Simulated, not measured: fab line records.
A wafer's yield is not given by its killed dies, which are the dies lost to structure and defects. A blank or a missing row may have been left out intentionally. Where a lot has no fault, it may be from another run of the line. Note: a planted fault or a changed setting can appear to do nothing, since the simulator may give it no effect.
Which of the tools did it? / flow sky130 / Sampling: 14 lots, 42 wafers, 2 of 708 route steps

## WHAT THE GAUGES SHOWED, per wafer
The record holds no reading of a measuring or inspecting step that can be judged against a usual standard deviation.

## EACH LOT AND THE TOOL THAT RAN IT (in order: tool; ch and the chambers of the sampled wafers; start)
lot=L178; SKY_LI_CONTACT_SPUTTER_19=pvd sputter-01, day 30 09:53; SKY_PAD_OPEN_PROBE_99=-
lot=L181; SKY_LI_CONTACT_SPUTTER_19=pvd sputter-01, day 30 22:29; SKY_PAD_OPEN_PROBE_99=-
lot=L183; SKY_LI_CONTACT_SPUTTER_19=pvd sputter-03, day 30 23:44; SKY_PAD_OPEN_PROBE_99=-
lot=L184; SKY_LI_CONTACT_SPUTTER_19=pvd sputter-04, day 31 08:23; SKY_PAD_OPEN_PROBE_99=-
lot=L186; SKY_LI_CONTACT_SPUTTER_19=pvd sputter-03, day 32 04:26; SKY_PAD_OPEN_PROBE_99=-
lot=L187; SKY_LI_CONTACT_SPUTTER_19=pvd sputter-03, day 32 07:49; SKY_PAD_OPEN_PROBE_99=prober-01, day 47 23:13
lot=L188; SKY_LI_CONTACT_SPUTTER_19=pvd sputter-03, day 32 11:32; SKY_PAD_OPEN_PROBE_99=prober-02, day 48 00:59
lot=L189; SKY_LI_CONTACT_SPUTTER_19=pvd sputter-04, day 32 20:50; SKY_PAD_OPEN_PROBE_99=-
lot=L190; SKY_LI_CONTACT_SPUTTER_19=pvd sputter-01, day 33 03:59; SKY_PAD_OPEN_PROBE_99=-
lot=L191; SKY_LI_CONTACT_SPUTTER_19=pvd sputter-03, day 34 02:02; SKY_PAD_OPEN_PROBE_99=-
lot=L197; SKY_LI_CONTACT_SPUTTER_19=pvd sputter-03, day 35 08:32; SKY_PAD_OPEN_PROBE_99=-
lot=L198; SKY_LI_CONTACT_SPUTTER_19=pvd sputter-03, day 35 21:44; SKY_PAD_OPEN_PROBE_99=-
lot=L199; SKY_LI_CONTACT_SPUTTER_19=pvd sputter-04, day 36 18:29; SKY_PAD_OPEN_PROBE_99=-
lot=L201; SKY_LI_CONTACT_SPUTTER_19=pvd sputter-03, day 36 22:11; SKY_PAD_OPEN_PROBE_99=prober-02, day 51 08:15
- SKY_LI_CONTACT_SPUTTER_19: material Ti, target thk 20 nm, time 106.37 s.
- SKY_PAD_OPEN_PROBE_99

## WHAT THE TOOLS THEMSELVES READ (means of the sampled wafers that have a number; where no wafer has one, the mark that the record gives instead)
SKY_LI_CONTACT_SPUTTER_19. Usual: cathode dc power W 2500.0 W, standard deviation 0.45; chamber pressure pa 5.000 Pa, standard deviation 0.01; throttle valve pct 29.8 %, standard deviation 1.2.
lot=L178; tool=pvd sputter-01; cathode dc power W (W)=2500.0; chamber pressure pa (Pa)=4.998; throttle valve pct (%)=29.8; flag=
lot=L181; tool=pvd sputter-01; cathode dc power W (W)=2500.1; chamber pressure pa (Pa)=4.997; throttle valve pct (%)=30.0; flag=
lot=L183; tool=pvd sputter-03; cathode dc power W (W)=2500.2; chamber pressure pa (Pa)=5.001; throttle valve pct (%)=30.1; flag=
lot=L184; tool=pvd sputter-04; cathode dc power W (W)=2499.6; chamber pressure pa (Pa)=5.000; throttle valve pct (%)=30.5; flag=
lot=L186; tool=pvd sputter-03; cathode dc power W (W)=2499.8; chamber pressure pa (Pa)=5.004; throttle valve pct (%)=29.7; flag=
lot=L187; tool=pvd sputter-03; cathode dc power W (W)=-; chamber pressure pa (Pa)=-; throttle valve pct (%)=-; flag=OFF
lot=L188; tool=pvd sputter-03; cathode dc power W (W)=-; chamber pressure pa (Pa)=-; throttle valve pct (%)=-; flag=OFF
lot=L189; tool=pvd sputter-04; cathode dc power W (W)=2499.5; chamber pressure pa (Pa)=5.001; throttle valve pct (%)=30.0; flag=
lot=L190; tool=pvd sputter-01; cathode dc power W (W)=2500.4; chamber pressure pa (Pa)=5.001; throttle valve pct (%)=29.0; flag=
lot=L191; tool=pvd sputter-03; cathode dc power W (W)=2499.9; chamber pressure pa (Pa)=4.996; throttle valve pct (%)=29.2; flag=
lot=L197; tool=pvd sputter-03; cathode dc power W (W)=2499.9; chamber pressure pa (Pa)=5.006; throttle valve pct (%)=28.8; flag=
lot=L198; tool=pvd sputter-03; cathode dc power W (W)=2500.2; chamber pressure pa (Pa)=4.998; throttle valve pct (%)=28.8; flag=
lot=L199; tool=pvd sputter-04; cathode dc power W (W)=2500.4; chamber pressure pa (Pa)=4.995; throttle valve pct (%)=30.5; flag=
lot=L201; tool=pvd sputter-03; cathode dc power W (W)=2500.1; chamber pressure pa (Pa)=4.997; throttle valve pct (%)=30.0; flag=

SKY_PAD_OPEN_PROBE_99. Usual: killed_at_M0_to_M3 44, standard deviation 7.1; killed_at_M4_up 3.0, standard deviation 1.9; killed at contacts 25, standard deviation 5.6; killed at front end 14, standard deviation 4.1; killed at other 0.2, standard deviation 0.44; killed dies 86, standard deviation 9.1; killed on rim 17, standard deviation 3.7; killed open 47, standard deviation 7.4; killed short 39, standard deviation 5.7.
lot=L187; tool=prober-01; killed_at_M0_to_M3=41; killed_at_M4_up=2.7; killed at contacts=436; killed at front end=12; killed at other=0.3; killed dies=492; killed on rim=96; killed open=46; killed short=32; flag=OFF
lot=L188; tool=prober-02; killed_at_M0_to_M3=41; killed_at_M4_up=4.3; killed at contacts=428; killed at front end=18; killed at other=0.3; killed dies=492; killed on rim=96; killed open=50; killed short=44; flag=OFF
lot=L201; tool=prober-02; killed_at_M0_to_M3=50; killed_at_M4_up=1.7; killed at contacts=27; killed at front end=16; killed at other=0.3; killed dies=95; killed on rim=21; killed open=53; killed short=42; flag=

## THE ANSWER, worked out from the rows above alone
Rule: a lot counts as off when the mean over its wafers that have a number is more than 3 standard deviations away from the usual mean. A lot without any number at a reading at which 4 lots or more have one is off too. Where the step has rows for the other lots, those lots are counted as sound. First the gauges in route order, then the tools' own readings, where a lot's mean is used as printed above. At the first step where some lot is off, the reading lying furthest off is the one used; lots without a number count as furthest.
Off: L187, L188, at SKY_LI_CONTACT_SPUTTER_19 (cathode dc power W). Without a number there: L187, L188.
A tool fits if, at that step or a process step before it, it ran every lot that is off, and no sound lot after the first of them. No candidate that was tried fits.

## WHAT THE SIMULATOR PUT IN
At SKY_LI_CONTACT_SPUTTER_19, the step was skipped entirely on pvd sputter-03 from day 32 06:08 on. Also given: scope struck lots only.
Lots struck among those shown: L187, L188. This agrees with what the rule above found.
